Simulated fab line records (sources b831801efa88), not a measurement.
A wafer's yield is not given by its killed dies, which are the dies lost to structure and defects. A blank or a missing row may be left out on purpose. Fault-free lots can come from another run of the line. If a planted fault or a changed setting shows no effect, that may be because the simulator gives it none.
One fault seen from 2 desks -- flow sky130 -- each desk has only its own numbers; what lay behind them comes last

## DESK OF THE TOOL OWNER: rieDiel-03
The tool's own readings at SKY_VIA2_ETCH_15 (etches SiO2 in C4F8/O2/Ar, stops on TiN, target depth 546 nm, time 84 s): means of the sampled wafers that have a number, for each lot that ran on this tool. If a lot's mean is further than 4 standard deviations from the usual mean, the lot is out of limits and carries the mark OUT (the distance appears in the brackets).
Columns: A = oesProductAu at SKY_VIA2_ETCH_15, usual 0.940 a.u.
lot,first seen here,A
L987,day 36 21:19,0.942
L991,day 38 13:25,0.936
L995,day 39 19:19,0.941
L996,day 40 01:12,0.935
L101,day 41 15:07,0.938
L104,day 42 01:28,0.941
This desk found nothing out of limits on any of the 6 lots.

## FROM THE METROLOGY DESK
What the gauges read for every lot (on any tool): the sampled wafers with a number, averaged. If a lot's mean is further than 4 standard deviations from the usual mean, the lot is out of limits and carries the mark OUT (the distance appears in the brackets).
Columns: A = GATE_OXIDE_OVL at SKY_GATE_OXIDE_OVL_MEAS_10, usual -0.5 nm; B = POLY_GATE_CVD_03_THK at SKY_POLY_GATE_THK_MEAS_04, usual 74.5 nm
lot,first seen here,A,B
L984,day 14 00:22,-0.8,75.2
L985,day 14 02:19,-1.1,74.1
L986,day 14 10:17,-0.0,75.2
L987,day 14 15:22,-2.9,75.8
L988,day 15 06:13,-0.7,75.2
L991,day 16 07:13,0.9,74.9
L994,day 17 13:19,-0.0,74.8
L995,day 17 15:46,0.3,73.7
L996,day 18 00:24,0.0,72.9
L999,day 19 08:08,-1.2,75.0
L101,day 20 03:46,0.8,74.5
L104,day 20 18:53,0.7,75.4
This desk found nothing out of limits on any of the 12 lots.

## ALL TOGETHER
Nothing out of limits was seen by the tool owner's desk.
From the metrology desk's view, nothing was out of limits.

## WHAT THE SIMULATOR PUT IN
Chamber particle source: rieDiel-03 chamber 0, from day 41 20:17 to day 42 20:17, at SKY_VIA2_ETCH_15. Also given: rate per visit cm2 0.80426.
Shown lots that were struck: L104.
